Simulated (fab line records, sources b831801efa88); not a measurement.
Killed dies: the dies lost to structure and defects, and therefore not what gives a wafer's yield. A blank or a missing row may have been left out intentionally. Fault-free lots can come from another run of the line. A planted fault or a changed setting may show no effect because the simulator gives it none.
Problem report, 8D (eight disciplines) form, completed by code || flow gf180mcu || the parts of the form that need people (team, actions taken, sign-off) are left out

## 1. THE ISSUE
plateTempC at GF_MVSD_SOFTBAKE_03 reads a mean of 115.13 C on 6 wafers of 2 lots; wafers without a fault read 109.95 C with a standard deviation of 0.12. Measured from the usual mean, that is +43 standard deviations.
First observed at day 6 21:59: wafer L216.2, on lithoTrack-04. Wafers with a number at this step in the record: 39, from 13 lots. The rule behind "out" and "out of limits": a value lying over 4 standard deviations away from the usual mean. Any other wafer with a number is counted as sound.

## 2. WHAT IT IS; WHAT IT IS NOT
{"question": "which readings at this step", "is": "plateTempC, heaterPowerTotalW", "is not": "-"}
{"question": "which lots", "is": "L216, L217", "is not": "L205, L207, L208, L211, L212, L220, L222, L223, L225, L227, L228"}
{"question": "which wafers of those lots", "is": "all that have a number", "is not": "-"}
{"question": "read on which tools", "is": "lithoTrack-04", "is not": "lithoTrack-02, lithoTrack-03"}
{"question": "when", "is": "from day 6 21:59", "is not": "up to then (15 sound wafers); but 18 sound wafers of L220, L222, L223, L225, L227, L228 came after"}

## 3. THE SUSPECTS, EACH WITH WHAT RULES IT OUT
Counting: a tool at a process step up to the reading stays a suspect if it ran every lot that is out and no sound lot after the first of them.
- lithoTrack-04 at GF_MVSD_SOFTBAKE_03: kept. It ran every lot that is out, first L216 (day 6 21:59), and no sound lot after that; its last sound lot up to then is L208 (day 4 20:54). Its own readings are out on those wafers: heaterPowerTotalW, plateTempC.
Left after counting: lithoTrack-04 at GF_MVSD_SOFTBAKE_03.

## 4. THE CAUSE (what the simulator had put in)
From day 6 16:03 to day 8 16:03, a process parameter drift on lithoTrack-04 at GF_MVSD_SOFTBAKE_03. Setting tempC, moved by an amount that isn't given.
Counting left only this tool.

## 5. SEQUENCE OF EFFECTS, ordered by route
Each row: a reading where the mean over the struck wafers with a number is more than 3 standard deviations away from the usual. Only readings for which the record gives a usual standard deviation are gone through. hours: the time from each lot's start at the first step in this table that gives one to its start at this step, as a median over the lots. sigmas: the change in usual standard deviations.
{"hours": 0, "step": "GF_MVSD_SOFTBAKE_03", "reading": "heaterPowerTotalW", "usual": "65.29 W", "on struck wafers": 69.41, "change": "+4.11", "sigmas": "+34"}
{"hours": 0, "step": "GF_MVSD_SOFTBAKE_03", "reading": "plateTempC", "usual": "109.95 C", "on struck wafers": 115.13, "change": "+5.18", "sigmas": "+43"}
{"hours": 8, "step": "GF_MVSD_STRIP_10", "reading": "stripTimeToEndpointS", "usual": "36.94 s", "on struck wafers": 36.39, "change": -0.55, "sigmas": -5.8}
Process steps it contains:
- GF_MVSD_SOFTBAKE_03
- GF_MVSD_STRIP_10: strips in O2/N2.
Later measuring or inspecting steps at which every struck wafer that the step has a row for has a number for every such reading, and none has moved that far: GF_DUAL_GATE_OVL_MEAS_11, GF_NSD_CD_MEAS_07.

## 6. WHAT WOULD HAVE CAUGHT IT SOONER
The fault began at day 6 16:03; the first out-of-limits reading in this record came at day 6 21:59, 6 hours later.
